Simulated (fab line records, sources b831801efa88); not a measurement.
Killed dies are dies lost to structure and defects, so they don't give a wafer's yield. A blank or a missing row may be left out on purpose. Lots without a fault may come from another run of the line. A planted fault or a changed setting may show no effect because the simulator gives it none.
fab line records | flow sky130 | part 1 of 2: steps 1 to 43 of 44
record lots=6 wafers=18 last_day=50
route steps=708 shown VIA2@525 METAL3@532 CAPM@537 PAD_OPEN@708
lots that met no fault: from a run of the same line without faults
start_h: hours from the record's first day to the start of the lot's first wafer shown | wait_h: hours since the lot's step before | " the same as in the row above | L1.1+2: a row that stands for several wafers | - no value, or no start given | * or withheld: withheld | < > ~ a bound
route shown NAME@n: a module of which the file shows steps, and the number in the route of the first | usual: mean/standard deviation of fault-free wafers | same: alike in all rows | chamber/n: place in a boat | sites: the reading at each site | _std_site: their standard deviation | _edge_site: outer sites' mean less inner sites' | radius_mm: how far each site lies from the wafer's centre | mask NAME#n: copy n | behind: the tool/chamber that last shaped the wafer | hold: why the lot was held/for how many hours/how that ended | device: the transistor (n, p or np) that didn't switch | end of line: the same wafers' tests at the end of the route | a step without rows: its recipe alone | killed: dies lost to structure and defects at the first sort, not the wafer's yield | map: a wafer's dies, x killed, . not, _ none there
set.NAME: the setting as run; set.NAME@STEP: as run at that earlier step | model.NAME: the simulator's own value behind a step, which no gauge read
lots at some steps of the route; a table a step, a row a wafer
services: from which hour (start_h, from the record's first day; less than 0 if before it) a tool's chamber was out of use, for how many hours, and why
## steps
# step SKY_VIA2_CLEAN_18
# recipe chemistry=IPA time_s=180 temp_c=25
# step SKY_VIA2_CLEAN_19
# recipe chemistry=O3/DIW dry=n2_spin
# step SKY_VIA2_SPUTTER_20
# recipe material=TiN target_thk_nm=20 chamber_pressure_pa=5 power_w=4000 time_s=80
# step SKY_VIA2_CVD_21
# recipe material=W target_thk_nm=420 time_s=126.4 temp_c=400 pressure_torr=40
# step SKY_VIA2_RS_MEAS_22
# recipe thk_meas_gauge=four-point-probe reads=W_of_VIA2_CVD_21+TiN_of_VIA2_SPUTTER_20
# usual VIA2_W_RS=0.273/0.004
# columns lot.wafer tool chamber start_h wait_h VIA2_W_RS[ohm/sq]
L252.1 film_metro-04 - 919.17 0.1 0.271
L252.4 " - " " 0.272
L252.6 " - " " 0.272
L255.2 film_metro-02 - 940.71 0.1 0.277
L255.5 " - " " 0.278
L255.6 " - " " 0.269
L262.2 film_metro-02 - 989.00 0.1 0.270
L262.4 " - " " 0.270
L262.5 " - " " 0.270
L263.2 film_metro-02 - 993.18 0.1 0.271
L263.4 " - " " 0.272
L263.5 " - " " 0.272
L264.2 film_metro-03 - 1001.61 0.1 0.269
L264.3 " - " " 0.271
L264.6 " - " " 0.269
L265.4 film_metro-04 - 1009.26 0.1 0.274
L265.5 " - " " 0.276
L265.6 " - " " 0.269
# step SKY_VIA2_THK_MEAS_23
# recipe thk_meas_gauge=xrf reads=W_of_VIA2_CVD_21
# usual VIA2_W_THK=426/9.6
# columns lot.wafer tool chamber start_h wait_h VIA2_W_THK[nm]
L252.1 film_metro-04 - 919.29 0.1 424
L252.4 " - " " 422
L252.6 " - " " 423
L255.2 film_metro-02 - 940.82 0.1 434
L255.5 " - " " 430
L255.6 " - " " 445
L262.2 film_metro-02 - 989.11 0.1 440
L262.4 " - " " 440
L262.5 " - " " 437
L263.2 film_metro-02 - 993.29 0.1 439
L263.4 " - " " 438
L263.5 " - " " 441
L264.2 film_metro-03 - 1001.72 0.1 426
L264.3 " - " " 419
L264.6 " - " " 424
L265.4 film_metro-04 - 1009.35 0.1 423
L265.5 " - " " 421
L265.6 " - " " 434
# step SKY_VIA2_CMP_24
# recipe stop_on=SiO2 t_overpolish_s=20 down_force_psi=3.5 platen_rpm=60 target_thk_nm=0 pad_velocity_m_s=0.94248
# usual motor_current_A=11.0/0.91 overpolish_run_s=20.001/0.0087 time_to_endpoint_s=102/3.5
# same t_overpolish_s=20
# columns lot.wafer tool chamber start_h wait_h motor_current_A overpolish_run_s time_to_endpoint_s
L252.4 cmp-01 3 919.40 0.1 11.8 20.006 99
L252.1 " 0 " " 11.8 19.987 101
L252.6 " 2 " " 12.3 20.005 101
L255.2 cmp-02 0 940.93 0.1 9.9 19.998 98
L255.6 " 0 " " 10.3 19.994 104
L255.5 " 1 " " 11.2 19.989 97
L262.4 cmp-02 3 989.16 0.0 10.3 19.990 106
L262.2 " 1 " " 10.5 19.995 104
L262.5 " 3 " " 10.6 19.990 109
L263.4 cmp-01 0 993.44 0.1 11.0 20.001 99
L263.2 " 1 " " 13.0 20.002 102
L263.5 " 3 " " 11.8 19.990 105
L264.2 cmp-01 1 1001.77 0.0 12.2 19.991 102
L264.3 " 2 " " 12.8 19.998 104
L264.6 " 2 " " 11.7 19.988 105
L265.4 cmp-01 1 1009.43 0.1 12.1 19.988 101
L265.5 " 0 " " 11.1 19.999 100
L265.6 " 1 " " 11.9 20.031 103
# step SKY_METAL3_SPUTTER_00
# recipe material=Ti target_thk_nm=15 power_w=3000 time_s=10 chamber_pressure_pa=0.4
# usual throttle_valve_pct=29.9/1
# columns lot.wafer tool chamber start_h wait_h throttle_valve_pct
L252.1 pvd_sputter-03 - 919.65 0.1 29.5
L252.4 " - " " 29.9
L252.6 " - " " 29.7
L255.2 pvd_sputter-03 - 941.23 0.2 30.0
L255.5 " - " " 29.4
L255.6 " - " " 29.1
L262.2 pvd_sputter-04 - 989.46 0.1 31.8
L262.4 " - " " 29.4
L262.5 " - " " 31.5
L263.2 pvd_sputter-03 - 993.64 0.1 29.1
L263.4 " - " " 30.0
L263.5 " - " " 30.0
L264.2 pvd_sputter-04 - 1002.07 0.2 32.4
L264.3 " - " " 28.6
L264.6 " - " " 29.2
L265.4 pvd_sputter-02 - 1009.68 0.2 29.2
L265.5 " - " " 28.9
L265.6 " - " " 30.9
# step SKY_METAL3_SPUTTER_01
# recipe material=TiN target_thk_nm=20 power_w=6500 time_s=16.7 chamber_pressure_pa=0.4
# step SKY_METAL3_SPUTTER_02
# recipe material=AlCu target_thk_nm=735 power_w=10600 time_s=39.1 chamber_pressure_pa=0.4
# usual throttle_valve_pct=29.9/1
# columns lot.wafer tool chamber start_h wait_h throttle_valve_pct
L252.1 pvd_sputter-03 - 919.70 0.0 29.5
L252.4 " - " " 29.8
L252.6 " - " " 29.6
L255.2 pvd_sputter-03 - 941.28 0.0 29.7
L255.5 " - " " 29.5
L255.6 " - " " 29.2
L262.2 pvd_sputter-04 - 989.51 0.0 31.4
L262.4 " - " " 29.2
L262.5 " - " " 31.5
L263.2 pvd_sputter-03 - 993.68 0.0 28.8
L263.4 " - " " 29.9
L263.5 " - " " 29.4
L264.2 pvd_sputter-04 - 1002.12 0.0 32.5
L264.3 " - " " 29.0
L264.6 " - " " 29.3
L265.4 pvd_sputter-02 - 1009.72 0.0 29.2
L265.5 " - " " 29.2
L265.6 " - " " 31.0
# step SKY_METAL3_SPUTTER_03
# recipe material=Ti target_thk_nm=5 power_w=3000 time_s=3.3 chamber_pressure_pa=0.4
# step SKY_METAL3_SPUTTER_04
# recipe material=TiN target_thk_nm=70 power_w=6500 time_s=58.3 chamber_pressure_pa=0.4
# usual throttle_valve_pct=29.9/0.99
# columns lot.wafer tool chamber start_h wait_h throttle_valve_pct
L252.1 pvd_sputter-03 - 919.75 0.0 29.6
L252.4 " - " " 29.7
L252.6 " - " " 29.6
L255.2 pvd_sputter-03 - 941.34 0.0 30.1
L255.5 " - " " 29.6
L255.6 " - " " 29.1
L262.2 pvd_sputter-04 - 989.56 0.0 31.8
L262.4 " - " " 29.2
L262.5 " - " " 31.6
L263.2 pvd_sputter-03 - 993.74 0.0 29.3
L263.4 " - " " 30.1
L263.5 " - " " 29.5
L264.2 pvd_sputter-04 - 1002.18 0.0 32.6
L264.3 " - " " 29.3
L264.6 " - " " 29.3
L265.4 pvd_sputter-02 - 1009.78 0.0 28.8
L265.5 " - " " 29.1
L265.6 " - " " 30.9
# step SKY_CAPM_CVD_00
# recipe material=SiO2 target_thk_nm=15.5 temp_c=400 time_s=withheld rf_w=450
# usual heater_power_w=702/95 rf_fwd_power_W=443.0/2
# columns lot.wafer tool chamber start_h wait_h heater_power_w rf_fwd_power_W model.SiO2_of_CAPM_CVD_00.thk_nm
L252.1 pecvd-04 0 919.80 0.0 781 442.3 15.43
L252.4 " 2 " " 879 441.3 15.62
L252.6 " 1 " " 545 440.5 15.74
L255.2 pecvd-03 0 941.39 0.0 806 440.9 15.26
L255.5 " 1 " " 683 445.1 15.55
L255.6 " 0 " " 791 442.1 15.62
L262.2 pecvd-03 0 989.61 0.0 753 442.2 15.24
L262.4 " 0 " " 746 442.5 15.66
L262.5 " 2 " " 670 371.6 14.9
L263.2 pecvd-03 2 993.79 0.0 684 371.8 14.54
L263.4 " 1 " " 606 446.4 15.8
L263.5 " 0 " " 785 439.7 15.72
L264.2 pecvd-04 0 1002.23 0.0 746 440.3 15.39
L264.3 " 1 " " 571 440.2 15.47
L264.6 " 1 " " 576 442.4 15.56
L265.4 pecvd-02 2 1009.84 0.0 763 441.6 15.87
L265.5 " 0 " " 726 440.6 15.73
L265.6 " 1 " " 516 444.2 15.6
# step SKY_CAPM_THK_MEAS_01
# recipe reads=SiO2_of_CAPM_CVD_00
# usual CAPM_CVD_00_THK=15.57/0.2
# columns lot.wafer tool chamber start_h wait_h hold CAPM_CVD_00_THK[nm]
L252.1 film_metro-03 - 919.82 - - 15.47
L252.4 " - " " - 15.57
L252.6 " - " " - 15.78
L255.2 film_metro-02 - 941.42 - - 15.26
L255.5 " - " " - 15.54
L255.6 " - " " - 15.69
L262.2 film_metro-01 - 989.64 - await_dispo/0.2h/release 15.21
L262.4 " - " " await_dispo/0.2h/release 15.68
L262.5 " - " " await_dispo/0.2h/release 14.87
L262.2 film_metro-01 - 989.87 0.2 - 15.22
L262.4 " - " " - 15.71
L262.5 " - " " - 14.84
L263.2 film_metro-02 - 993.82 - await_dispo/0.2h/release 14.55
L263.4 " - " " await_dispo/0.2h/release 15.82
L263.5 " - " " await_dispo/0.2h/release 15.74
L263.2 film_metro-02 - 994.21 0.4 - 14.56
L263.4 " - " " - 15.77
L263.5 " - " " - 15.82
L264.2 film_metro-03 - 1002.26 - - 15.38
L264.3 " - " " - 15.44
L264.6 " - " " - 15.56
L265.4 film_metro-03 - 1009.88 - - 15.86
L265.5 " - " " - 15.73
L265.6 " - " " - 15.61
# step SKY_CAPM_SPUTTER_02
# recipe material=TiN target_thk_nm=200 temp_c=300 power_w=6500 time_s=166.7 chamber_pressure_pa=0.4
# step SKY_CAPM_RS_MEAS_03
# recipe thk_meas_gauge=four-point-probe reads=TiN_of_CAPM_SPUTTER_02
# usual CAPM_TIN_RS=6.91/0.068
# columns lot.wafer tool chamber start_h wait_h CAPM_TIN_RS[ohm/sq]
L252.1 film_metro-02 - 919.99 0.1 6.99
L252.4 " - " " 7.07
L252.6 " - " " 7.05
L255.2 film_metro-03 - 941.60 0.1 6.88
L255.5 " - " " 6.94
L255.6 " - " " 6.92
L262.2 film_metro-02 - 990.05 0.1 6.96
L262.4 " - " " 6.93
L262.5 " - " " 7.00
L263.2 film_metro-03 - 997.48 0.3 6.88
L263.4 " - " " 6.95
L263.5 " - " " 6.92
L264.2 film_metro-01 - 1002.44 0.1 6.96
L264.3 " - " " 6.90
L264.6 " - " " 6.90
L265.4 film_metro-03 - 1010.08 0.1 6.83
L265.5 " - " " 6.83
L265.6 " - " " 6.87
# step SKY_CAPM_THK_MEAS_04
# recipe thk_meas_gauge=xrf reads=TiN_of_CAPM_SPUTTER_02
# usual CAPM_TIN_THK=200.9/2.2
# columns lot.wafer tool chamber start_h wait_h CAPM_TIN_THK[nm]
L252.1 film_metro-02 - 920.11 0.1 197.5
L252.4 " - " " 195.6
L252.6 " - " " 196.3
L255.2 film_metro-03 - 941.71 0.1 200.5
L255.5 " - " " 199.0
L255.6 " - " " 200.8
L262.2 film_metro-02 - 990.16 0.1 199.9
L262.4 " - " " 200.1
L262.5 " - " " 199.9
L263.2 film_metro-03 - 997.59 0.1 202.4
L263.4 " - " " 198.8
L263.5 " - " " 200.8
L264.2 film_metro-01 - 1002.55 0.1 198.1
L264.3 " - " " 200.6
L264.6 " - " " 200.3
L265.4 film_metro-03 - 1010.17 0.1 202.6
L265.5 " - " " 202.5
L265.6 " - " " 201.1
# step SKY_CAPM_DEHYDRATE_05
# recipe temp_c=200 time_s=60
# step SKY_CAPM_HMDS_06
# recipe prime_time_s=60 prime_temp_c=120
# step SKY_CAPM_COAT_07
# recipe resist=NOVOLAK spin_rpm=3000 resist_thk_nm=1140
# step SKY_CAPM_SOFTBAKE_08
# recipe temp_c=90 time_s=60 resist=NOVOLAK
# step SKY_CAPM_EXPOSE_09
# recipe mask_id=CAPM na=0.6 source_shape=conventional sigma_outer=0.6 polarization=unpolarized target_cd_nm=1000 dose_mj=159
# step SKY_CAPM_PEB_10
# recipe temp_c=withheld time_s=* resist=NOVOLAK
# step SKY_CAPM_DEVELOP_11
# recipe resist=NOVOLAK developer=TMAH develop_time_s=60 dev_temp_c=23
# step SKY_CAPM_OVL_MEAS_12
# usual CAPM_OVL=-0.6/1.4
# columns lot.wafer tool chamber start_h wait_h CAPM_OVL[nm]
L252.1 overlay-01 - 944.65 0.1 -2.8
L252.4 " - " " -4.0
L252.6 " - " " -2.2
L255.2 overlay-02 - 964.96 0.1 -0.3
L255.5 " - " " 0.3
L255.6 " - " " 1.2
L262.2 overlay-01 - 1012.60 0.1 0.3
L262.4 " - " " 1.4
L262.5 " - " " 1.0
L263.2 overlay-02 - 1016.21 0.1 -2.0
L263.4 " - " " -1.8
L263.5 " - " " -2.6
L264.2 overlay-02 - 1024.95 0.1 0.3
L264.3 " - " " 1.2
L264.6 " - " " -0.5
L265.4 overlay-02 - 1032.61 0.1 -1.8
L265.5 " - " " -1.1
L265.6 " - " " -0.9
# step SKY_CAPM_METAL_ETCH_13
# recipe target_depth_nm=220 stop_on=SiO2 chemistry=Cl2/BCl3 target=TiN pressure_mtorr=10 icp_w=900 bias_w=48.5 Cl2_flow_sccm=60 bcl3_flow_sccm=30 time_s=62.9
# step SKY_CAPM_STRIP_14
# recipe chemistry=O2/N2 power_w=1400 pressure_mtorr=1500 platen_temp_c=withheld o2_flow_sccm=3000 n2_flow_sccm=300 overash_fraction=0.5
# step SKY_CAPM_STRIP_15
# recipe chemistry=post_etch_residue_remover time_s=1200 temp_c=72.5
# step SKY_CAPM_CLEAN_16
# recipe chemistry=IPA time_s=180 temp_c=25
# step SKY_CAPM_CLEAN_17
# recipe chemistry=O3/DIW dry=n2_spin
# step SKY_METAL3_DEHYDRATE_05
# recipe temp_c=200 time_s=60
# step SKY_METAL3_HMDS_06
# recipe prime_time_s=60 prime_temp_c=120
# step SKY_METAL3_COAT_07
# recipe resist=BARC temp_c=withheld time_s=withheld spin_rpm=3000 resist_thk_nm=60
# step SKY_METAL3_COAT_08
# recipe resist=KrF-thick spin_rpm=3000 resist_thk_nm=1140
# step SKY_METAL3_SOFTBAKE_09
# recipe temp_c=100 time_s=90 resist=KrF-thick
# step SKY_METAL3_EXPOSE_10
# recipe mask_id=MM3 na=0.68 source_shape=annular sigma_inner=0.4 sigma_outer=0.8 target_cd_nm=300 dose_mj=28
# step SKY_METAL3_PEB_11
# recipe peb_temp_c=withheld peb_time_s=withheld resist=KrF-thick
# step SKY_METAL3_DEVELOP_12
# recipe develop_time_s=60 resist=KrF-thick dev_temp_c=21
# step SKY_METAL3_CD_MEAS_13
# recipe target_cd_nm=300
# usual cd_nm=299.7/1.4
# columns lot.wafer tool chamber start_h wait_h cd_nm
L252.1 cd_sem-01 - 969.37 - 302.0
L252.4 " - " " 302.3
L252.6 " - " " 302.0
L255.2 cd_sem-01 - 989.19 - 300.0
L255.5 " - " " 298.8
L255.6 " - " " 298.8
L262.2 cd_sem-01 - 1035.72 - 298.8
L262.4 " - " " 299.7
L262.5 " - " " 298.8
L263.2 cd_sem-01 - 1039.62 - 300.1
L263.4 " - " " 300.4
L263.5 " - " " 300.5
L264.2 cd_sem-02 - 1047.77 - 299.1
L264.3 " - " " 298.0
L264.6 " - " " 298.5
L265.4 cd_sem-01 - 1055.68 - 299.9
L265.5 " - " " 298.8
L265.6 " - " " 299.0
# step SKY_METAL3_OVL_MEAS_14
# usual METAL3_OVL=-4/4.6
# columns lot.wafer tool chamber start_h wait_h METAL3_OVL[nm]
L252.1 overlay-02 - 969.49 0.1 -1
L252.4 " - " " -8
L252.6 " - " " -5
L255.2 overlay-02 - 989.30 0.1 -3
L255.5 " - " " -1
L255.6 " - " " 1
L262.2 overlay-01 - 1035.82 0.1 4
L262.4 " - " " 1
L262.5 " - " " 4
L263.2 overlay-01 - 1039.73 0.1 -1
L263.4 " - " " -9
L263.5 " - " " -6
L264.2 overlay-01 - 1047.87 0.1 -6
L264.3 " - " " 3
L264.6 " - " " -7
L265.4 overlay-02 - 1055.76 0.1 1
L265.5 " - " " 2
L265.6 " - " " -3
# step SKY_METAL3_DESCUM_15
# recipe chemistry=O2 source_power_w=150 bias_power_w=0 pressure_mtorr=10 temp_c=40 time_s=8
# usual drypump_motor_current_A=5.5/0.52 oes_product_au=0.999/0.0068
# same bias_power_w=0
# columns lot.wafer tool chamber start_h wait_h drypump_motor_current_A oes_product_au rf_hours_counter_h
L252.1 rie_metal-02 1 969.53 0.0 5.7 0.999 6
L252.4 " 1 " " 5.7 0.996 -
L252.6 " 0 " " 5.4 1.001 -
L255.2 rie_metal-02 1 989.33 0.0 5.6 0.993 7
L255.5 " 0 " " 5.4 1.007 -
L255.6 " 1 " " 5.6 1.013 -
L262.2 rie_metal-02 0 1035.85 0.0 5.4 1.006 18
L262.4 " 0 " " 5.4 1.000 -
L262.5 " 1 " " 5.6 0.994 -
L263.2 rie_metal-02 1 1039.76 0.0 5.7 0.990 10
L263.4 " 1 " " 5.6 0.997 -
L263.5 " 1 " " 5.6 1.003 -
L264.2 rie_metal-03 1 1047.90 0.0 4.8 1.011 8
L264.3 " 0 " " 5.9 1.003 -
L264.6 " 1 " " 4.8 1.011 -
L265.4 rie_metal-01 1 1055.79 0.0 4.7 1.009 -
L265.5 " 1 " " 4.7 1.014 -
L265.6 " 0 " " 6.3 0.997 -
# step SKY_METAL3_ETCH_16
# recipe chemistry=N2/H2 target=BARC ion_energy_ev=200 bias_w=100 pressure_mtorr=30 n2_flow_sccm=100 h2_flow_sccm=200 icp_w=500 stop_on=SiO2 time_s=88.2 target_depth_a=600
# step SKY_METAL3_ETCH_17
# recipe target=SiO2 stop_on=TiN chemistry=C4F8/O2/Ar source_w=1500 bias_w=1200 pressure_mtorr=40 c4f8_flow_sccm=withheld O2_flow_sccm=6 Ar_flow_sccm=300 time_s=3.9 target_depth_a=150
# usual oes_product_au=0.756/0.0068
# columns lot.wafer tool chamber start_h wait_h oes_product_au rf_hours_counter_h model.etch.depth_nm
L252.1 rie_diel-03 2 969.66 0.1 0.755 0 15.43
L252.4 " 3 " " 0.748 9 15.62
L252.6 " 1 " " 0.765 - 15.74
L255.2 rie_diel-03 1 989.46 0.1 0.745 17 15.26
L255.5 " 3 " " 0.754 - 15.55
L255.6 " 0 " " 0.757 - 15.62
L262.2 rie_diel-03 2 1035.98 0.1 0.751 2 15.24
L262.4 " 0 " " 0.755 13 15.66
L262.5 " 0 " " 0.744 - 14.9
L263.2 rie_diel-02 2 1039.89 0.1 0.731 19 14.54
L263.4 " 3 " " 0.762 16 15.8
L263.5 " 2 " " 0.755 - 15.72
L264.2 rie_diel-03 2 1048.03 0.1 0.750 2 15.39
L264.3 " 1 " " 0.747 19 15.47
L264.6 " 0 " " 0.760 - 15.56
L265.4 rie_diel-02 1 1055.91 0.0 0.760 15 15.87
L265.5 " 1 " " 0.763 - 15.73
L265.6 " 2 " " 0.760 - 15.6
## key
first_sign step=SKY_CAPM_CVD_00 reading=rf_fwd_power_W direction=down sigmas=36 usual=443.0 struck=371.7
effect step=SKY_CAPM_THK_MEAS_01 reading=visit direction=added
effect step=SKY_METAL3_ETCH_17 reading=oes_product_au direction=down sigmas=2.7 usual=0.756 struck=0.738
model_effect step=SKY_CAPM_CVD_00 value=SiO2_of_CAPM_CVD_00.thk_nm without=15.51 struck=14.72
model_effect step=SKY_METAL3_ETCH_17 value=etch.depth_nm without=15.51 struck=14.72
model_effect step=SKY_PAD_OPEN_PROBE_99 value=etest.cap_mim.bv_v without=13.94 struck=13.23
met_at SKY_CAPM_CVD_00
struck_wafers L262.5,L263.2
fault kind=process_parameter_drift tool=pecvd-03 chamber=2 onset_h=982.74 steps=SKY_CAPM_CVD_00 channel=rf_w offset=-72 shape=step end_h=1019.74 acts_in=these_recipes_only stated=450
